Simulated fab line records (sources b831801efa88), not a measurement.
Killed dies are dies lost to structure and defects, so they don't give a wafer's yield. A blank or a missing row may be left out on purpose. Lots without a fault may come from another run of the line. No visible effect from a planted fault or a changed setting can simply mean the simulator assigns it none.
Comparing a struck lot with a sound one | flow gf180mcu | 14 out of 602 route steps
Sound: wafers L671.1, L671.2, L671.4. Wafers struck: L681.3, L681.5, L681.6. Last of all comes the cause.
Each step with rows lists, per side, the tool, then ch with its chambers, then its first start. Under that, the readings that differ: sound wafers | struck wafers | difference of the means | sigmas: that difference in standard deviations of wafers without a fault.
alike: words and numbers the same on both sides, and readings whose means are apart by under 2 such deviations; not compared: readings that were withheld, readings missing a value for some wafer, numbers with overlapping values and no deviation given by the record, and bounds like >300 which may hide the same value.
The two part at a step that has a row with sigmas, a row that says differs or no value, or rows on one side only. Numbers that have no deviation but don't overlap get no sigmas and don't part them. A reading missing from all wafers of one side parts the sides only when that side holds two or more wafers.

GF_V3_CD_MEAS_14: the cd target is 260 nm.
  sound on cd_sem-01, day 23 17:46; struck on cd_sem-02, day 26 22:36
  alike: cd_nm
GF_V3_OVL_MEAS_15:
  sound on overlay-01, day 23 17:53; struck on overlay-01, day 26 22:41
  alike: V3_OVL
GF_V3_ETCH_16: etches BARC in N2/H2.
  sound on rie_diel-02 ch 0,2,3, day 23 17:55; struck on rie_diel-01 ch 0,3, day 26 22:43
  alike: drypump_motor_current_A, h2_flow_sccm, oes_product_au, throttle_valve_pct
GF_V3_ETCH_17: etches SiO2 in C4F8/O2/Ar, stops on TiN, target depth 635 nm.
  sound on rie_diel-02 ch 0,2,3; struck on rie_diel-01 ch 0,3
  alike: oes_product_au
GF_V3_STRIP_18: strips in O2/N2.
  sound on plasma_asher-03 ch 0,1, day 23 18:02; struck on plasma_asher-03 ch 0,1, day 26 22:53
  alike: drypump_motor_current_A, heater_power_w, oes_product_au
  not compared: rf_hours_counter_h
then, 2 steps without rows for these wafers: GF_V3_STRIP_19 (strips in post etch residue remover, time 1200 s); GF_V3_CLEAN_20 (cleans in DIW).
GF_V3_SPUTTER_21: material Ti, target thk 15 nm, time 80.02 s.
  sound on pvd_sputter-01, day 23 18:35; struck on pvd_sputter-01, day 26 23:23
  alike: cathode_dc_power_W, throttle_valve_pct
then, 1 step without rows for these wafers: GF_V3_SPUTTER_22 (material TiN, target thk 10 nm, time 40 s).
GF_V3_CVD_23: deposits W, target thk 350 nm, time 104.9 s.
  sound on cvd_w-02 ch 0,1, day 23 18:41; struck on cvd_w-01 ch 0,1, day 26 23:31
  alike: heater_power_w
  not compared: since_wet_clean_h
GF_V3_RS_MEAS_24: the measuring method here is four-point-probe.
  sound on film_metro-04, day 23 18:48; struck on film_metro-02, day 26 23:38
  alike: V3_W_RS
GF_V3_THK_MEAS_25: measures by xrf.
  sound on film_metro-04, day 23 18:55; struck on film_metro-02, day 26 23:44
  alike: V3_W_THK
GF_V3_CMP_26: polishes, stops on SiO2, t overpolish 15 s, target thk 0 nm.
  sound on cmp-01 ch 0,2,3, day 23 18:59; struck on cmp-01 ch 0,1, day 26 23:49
  no value came back on the struck wafers for any of 6 readings (edge_zone_pressure_frac, head_pressure_psi (psi) and others); on the sound wafers edge_zone_pressure_frac reads 1.005 1.003 0.993
  reading                             | sound             | struck            | difference | sigmas
  model.W_of_V3_CVD_23.thk_nm (nm)    | 0 0 0             | 349.1 345.4 350.7 | +348.4     |
  model.SiO2_of_V3_CVD_02.thk_nm (nm) | 627.9 629.9 627.3 | 632.7 631.4 633.5 | +4.2       |
-- the record jumps here: 6 days lie between the struck wafers' starts before and after (it left off in module V3 and takes up again in module PASSIVATION, whose first step shown is number 602 of the route) --
GF_PASSIVATION_PROBE_99:
  the record has rows for the struck wafers here (prober-01, day 32 20:13) and none for the sound ones

== WHERE THEY PART ==
At GF_V3_CMP_26 first; at GF_PASSIVATION_PROBE_99 last (within this record only).

WHY: whatever the simulator had introduced
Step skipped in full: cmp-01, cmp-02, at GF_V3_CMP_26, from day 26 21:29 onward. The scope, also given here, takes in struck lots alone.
